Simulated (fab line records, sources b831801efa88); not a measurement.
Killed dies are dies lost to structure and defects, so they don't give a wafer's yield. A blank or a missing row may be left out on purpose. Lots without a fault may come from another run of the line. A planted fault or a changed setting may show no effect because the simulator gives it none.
fab line records | flow sky130
record lots=11 wafers=33 last_day=50
route steps=708 shown METAL3@566 VIA3@576 METAL4@602 CAP2M@616
lots that met no fault: from a run of the same line without faults
start_h: hours from the record's first day to the start of the lot's first wafer shown | wait_h: hours since the lot's step before | " the same as in the row above | L1.1+2: a row that stands for several wafers | - no value, or no start given | * or withheld: withheld | < > ~ a bound
route shown NAME@n: a module of which the file shows steps, and the number in the route of the first | usual: mean/standard deviation of fault-free wafers | same: alike in all rows | chamber/n: place in a boat | sites: the reading at each site | _std_site: their standard deviation | _edge_site: outer sites' mean less inner sites' | radius_mm: how far each site lies from the wafer's centre | mask NAME#n: copy n | behind: the tool/chamber that last shaped the wafer | hold: why the lot was held/for how many hours/how that ended | device: the transistor (n, p or np) that didn't switch | end of line: the same wafers' tests at the end of the route | a step without rows: its recipe alone | killed: dies lost to structure and defects at the first sort, not the wafer's yield | map: a wafer's dies, x killed, . not, _ none there
set.NAME: the setting as run; set.NAME@STEP: as run at that earlier step | model.NAME: the simulator's own value behind a step, which no gauge read
steps of the route over a sample of lots; a table a step, a row a wafer
services: from which hour (start_h, from the record's first day; less than 0 if before it) a tool's chamber was out of use, for how many hours, and why
## steps
# step SKY_METAL3_ETCH_16
# recipe chemistry=N2/H2 target=BARC ion_energy_ev=200 bias_w=100 pressure_mtorr=30 n2_flow_sccm=100 h2_flow_sccm=200 icp_w=500 stop_on=SiO2 time_s=88.2 target_depth_a=600
# usual chamber_pressure_mTorr=29.999/0.028 drypump_motor_current_A=5.8/0.32 oes_product_au=0.625/0.0044 throttle_valve_pct=13.205/0.008
# columns lot.wafer tool chamber start_h wait_h chamber_pressure_mTorr drypump_motor_current_A oes_product_au rf_hours_counter_h throttle_valve_pct
L572.1 rie_metal-02 0 913.77 0.0 29.991 6.1 0.622 11 13.214
L572.2 " 1 " " 29.997 5.3 0.630 18 13.193
L572.4 " 1 " " 29.980 5.3 0.629 - 13.218
L573.1 rie_metal-03 1 920.33 0.0 30.020 5.8 0.623 0 13.197
L573.2 " 0 " " 30.030 6.0 0.626 17 13.196
L573.5 " 0 " " 29.951 6.0 0.633 - 13.203
L574.1 rie_metal-03 1 922.08 0.0 30.020 5.8 0.619 0 13.217
L574.3 " 0 " " 29.988 6.0 0.625 - 13.206
L574.4 " 1 " " 30.022 5.8 0.625 - 13.206
L575.1 rie_metal-04 0 931.38 0.0 29.983 6.2 0.631 15 13.194
L575.3 " 0 " " 29.991 6.2 0.635 - 13.202
L575.6 " 1 " " 29.980 5.4 0.620 - 13.207
L577.1 rie_metal-03 1 948.43 0.0 30.005 5.8 0.629 3 13.220
L577.3 " 1 " " 29.951 5.8 0.623 - 13.210
L577.5 " 0 " " 30.023 6.0 0.624 - 13.189
L587.2 rie_metal-02 0 1019.45 0.1 29.946 6.1 0.628 - 13.196
L587.5 " 0 " " 29.977 6.1 0.623 - 13.212
L587.6 " 0 " " 29.989 6.1 0.617 - 13.202
L589.1 rie_metal-02 0 1034.08 0.0 30.002 6.1 0.620 17 13.207
L589.4 " 0 " " 29.972 6.1 0.618 - 13.215
L589.5 " 0 " " 30.040 6.1 0.624 - 13.228
L590.3 rie_metal-04 0 1034.46 0.0 30.003 6.2 0.623 - 13.205
L590.4 " 1 " " 30.029 5.4 0.622 - 13.203
L590.6 " 0 " " 29.995 6.2 0.622 - 13.192
L591.1 rie_metal-03 1 1035.78 0.0 30.037 5.8 0.631 8 13.214
L591.3 " 1 " " 29.988 5.8 0.624 - 13.214
L591.4 " 0 " " 30.007 5.9 0.626 - 13.198
L593.2 rie_metal-02 1 1051.38 0.0 29.972 5.3 0.624 2 13.197
L593.4 " 0 " " 29.992 6.1 0.619 - 13.208
L593.6 " 1 " " 29.986 5.3 0.615 - 13.196
L594.1 rie_metal-02 0 1065.50 0.0 30.002 6.1 0.623 19 13.192
L594.3 " 0 " " 29.960 6.1 0.625 - 13.219
L594.4 " 1 " " 30.000 5.3 0.619 - 13.196
# step SKY_VIA3_BOW_MEAS_03
# recipe mode=bow
# usual VIA3_BOW=78/6.8
# columns lot.wafer tool chamber start_h wait_h VIA3_BOW[um]
L572.1 film_metro-03 - 915.26 0.2 77
L572.2 " - " " 71
L572.4 " - " " 81
L573.1 film_metro-02 - 921.74 0.2 71
L573.2 " - " " 74
L573.5 " - " " 76
L574.1 film_metro-03 - 923.85 0.2 73
L574.3 " - " " 76
L574.4 " - " " 83
L575.1 film_metro-02 - 933.02 0.2 74
L575.3 " - " " 88
L575.6 " - " " 84
L577.1 film_metro-02 - 950.19 0.1 79
L577.3 " - " " 79
L577.5 " - " " 89
L587.2 film_metro-01 - 1020.95 0.2 67
L587.5 " - " " 81
L587.6 " - " " 76
L589.1 film_metro-02 - 1035.49 0.1 82
L589.4 " - " " 73
L589.5 " - " " 59
L590.3 film_metro-02 - 1035.89 0.3 87
L590.4 " - " " 75
L590.6 " - " " 81
L591.1 film_metro-01 - 1037.20 0.1 83
L591.3 " - " " 74
L591.4 " - " " 80
L593.2 film_metro-03 - 1052.90 0.1 85
L593.4 " - " " 77
L593.6 " - " " 83
L594.1 film_metro-01 - 1066.94 0.1 70
L594.3 " - " " 63
L594.4 " - " " 68
# step SKY_METAL4_SPUTTER_04
# recipe material=TiN target_thk_nm=70 power_w=6500 time_s=58.3 chamber_pressure_pa=0.4
# usual throttle_valve_pct=29.9/0.9
# columns lot.wafer tool chamber start_h wait_h throttle_valve_pct
L572.1 pvd_sputter-01 - 941.56 0.0 28.3
L572.2 " - " " 31.0
L572.4 " - " " 28.7
L573.1 pvd_sputter-01 - 948.75 0.0 28.4
L573.2 " - " " 28.7
L573.5 " - " " 28.5
L574.1 pvd_sputter-03 - 950.57 0.0 30.3
L574.3 " - " " 29.9
L574.4 " - " " 31.0
L575.1 pvd_sputter-03 - 960.46 0.0 30.9
L575.3 " - " " 29.7
L575.6 " - " " 29.6
L577.1 pvd_sputter-04 - 975.84 0.0 29.4
L577.3 " - " " 30.7
L577.5 " - " " 29.5
L587.2 pvd_sputter-04 - 1044.60 0.0 31.2
L587.5 " - " " 29.7
L587.6 " - " " 31.2
L589.1 pvd_sputter-04 - 1059.47 0.0 29.3
L589.4 " - " " 31.5
L589.5 " - " " 29.4
L590.3 pvd_sputter-01 - 1059.85 0.0 30.6
L590.4 " - " " 28.4
L590.6 " - " " 30.7
L591.1 pvd_sputter-03 - 1061.86 0.0 29.9
L591.3 " - " " 30.8
L591.4 " - " " 30.5
L593.2 pvd_sputter-01 - 1076.71 0.0 29.2
L593.4 " - " " 28.7
L593.6 " - " " 27.9
L594.1 pvd_sputter-04 - 1088.57 0.0 30.7
L594.3 " - " " 29.3
L594.4 " - " " 31.2
# step SKY_CAP2M_METAL_ETCH_13
# recipe target_depth_nm=220 stop_on=SiO2 chemistry=Cl2/BCl3 target=TiN pressure_mtorr=10 icp_w=900 bias_w=48.5 Cl2_flow_sccm=60 bcl3_flow_sccm=30 time_s=62.9
# usual chamber_pressure_mTorr=9.999/0.009 drypump_motor_current_A=5.7/0.4 oes_product_au=0.944/0.007 throttle_valve_pct=21.901/0.01
# columns lot.wafer tool chamber start_h wait_h chamber_pressure_mTorr drypump_motor_current_A oes_product_au rf_hours_counter_h throttle_valve_pct
L572.1 rie_metal-03 1 965.07 0.0 9.999 5.8 0.947 3 21.905
L572.2 " 0 " " 10.016 6.0 0.954 1 21.892
L572.4 " 1 " " 10.005 5.8 0.941 - 21.906
L573.1 rie_metal-03 0 972.48 0.0 7.991 6.0 0.946 1 21.893
L573.2 " 1 " " 7.989 5.8 0.938 4 21.894
L573.5 " 1 " " 7.993 5.8 0.950 - 21.872
L574.1 rie_metal-03 1 974.88 0.0 8.012 5.8 0.933 4 21.893
L574.3 " 1 " " 7.999 5.8 0.947 - 21.907
L574.4 " 0 " " 7.999 6.0 0.943 - 21.911
L575.1 rie_metal-01 0 984.48 0.0 10.009 5.8 0.937 14 21.912
L575.3 " 0 " " 10.017 5.8 0.934 - 21.901
L575.6 " 1 " " 10.007 4.8 0.933 - 21.920
L577.1 rie_metal-03 1 1000.02 0.0 8.003 5.8 0.939 5 21.901
L577.3 " 0 " " 8.012 5.9 0.949 - 21.869
L577.5 " 0 " " 8.016 6.0 0.943 - 21.899
L587.2 rie_metal-03 0 1066.93 0.0 10.001 5.9 0.929 7 21.902
L587.5 " 1 " " 9.994 5.8 0.945 - 21.905
L587.6 " 0 " " 9.999 6.0 0.934 - 21.928
L589.1 rie_metal-04 1 1081.23 0.0 10.000 5.4 0.949 18 21.910
L589.4 " 1 " " 9.999 5.4 0.940 - 21.906
L589.5 " 1 " " 9.997 5.4 0.942 - 21.888
L590.3 rie_metal-01 0 1081.75 0.0 9.995 5.8 0.954 - 21.903
L590.4 " 1 " " 10.003 4.8 0.943 - 21.894
L590.6 " 0 " " 9.986 5.8 0.955 - 21.903
L591.1 rie_metal-01 1 1083.17 0.0 9.988 4.8 0.949 19 21.896
L591.3 " 1 " " 9.988 4.8 0.936 - 21.896
L591.4 " 0 " " 10.005 5.8 0.946 - 21.901
L593.2 rie_metal-03 0 1097.42 0.0 9.984 5.9 0.936 9 21.906
L593.4 " 0 " " 10.006 5.9 0.936 - 21.898
L593.6 " 1 " " 9.996 5.7 0.940 - 21.907
L594.1 rie_metal-04 0 1109.18 0.0 10.000 6.2 0.939 1 21.898
L594.3 " 0 " " 9.993 6.2 0.931 - 21.903
L594.4 " 1 " " 9.997 5.4 0.947 - 21.911
## services
# columns tool chamber start_h hours kind
rie_metal-03 1 890.44 - clean
rie_metal-03 1 890.44 17.6 scheduled_down
rie_metal-03 1 890.44 17.6 vent_cycle
pvd_sputter-03 - 914.68 2.8 repair
pvd_sputter-03 - 917.05 0.6 repair
rie_metal-04 1 917.61 3.2 repair
rie_metal-03 0 925.67 - clean
rie_metal-03 0 925.67 21.6 scheduled_down
rie_metal-03 0 925.67 21.6 vent_cycle
rie_metal-04 0 925.79 5.1 repair
pvd_sputter-04 - 932.89 11.4 repair
rie_metal-03 - 933.15 1.0 repair
rie_metal-02 - 939.79 0.8 repair
pvd_sputter-04 - 949.14 3.7 repair
rie_metal-02 - 958.58 1.2 repair
pvd_sputter-03 - 985.56 0.9 repair
rie_metal-02 0 997.52 10.0 repair
rie_metal-02 1 1010.15 - clean
rie_metal-02 1 1010.15 16.4 scheduled_down
pvd_sputter-01 - 1035.01 0.6 repair
rie_metal-01 0 1061.78 1.9 repair
pvd_sputter-01 - 1070.61 1.1 repair
rie_metal-03 1 1104.93 1.5 repair
pvd_sputter-01 - 1105.64 2.1 repair
## key
first_sign step=SKY_CAP2M_METAL_ETCH_13 reading=chamber_pressure_mTorr direction=down sigmas=99+ usual=9.999 struck=8.002
effect none on later readings
met_at SKY_CAP2M_METAL_ETCH_13
struck_lots L573,L574,L577
not_acting_at SKY_METAL3_ETCH_16,SKY_VIA3_BOW_MEAS_03,SKY_METAL4_SPUTTER_04
onset_between 965.07 972.48
fault kind=process_parameter_drift tool=rie_metal-03 chamber=- onset_h=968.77 steps=SKY_CAP2M_METAL_ETCH_13 channel=pressure_mtorr offset=-2 shape=step end_h=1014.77 acts_in=these_recipes_only stated=10
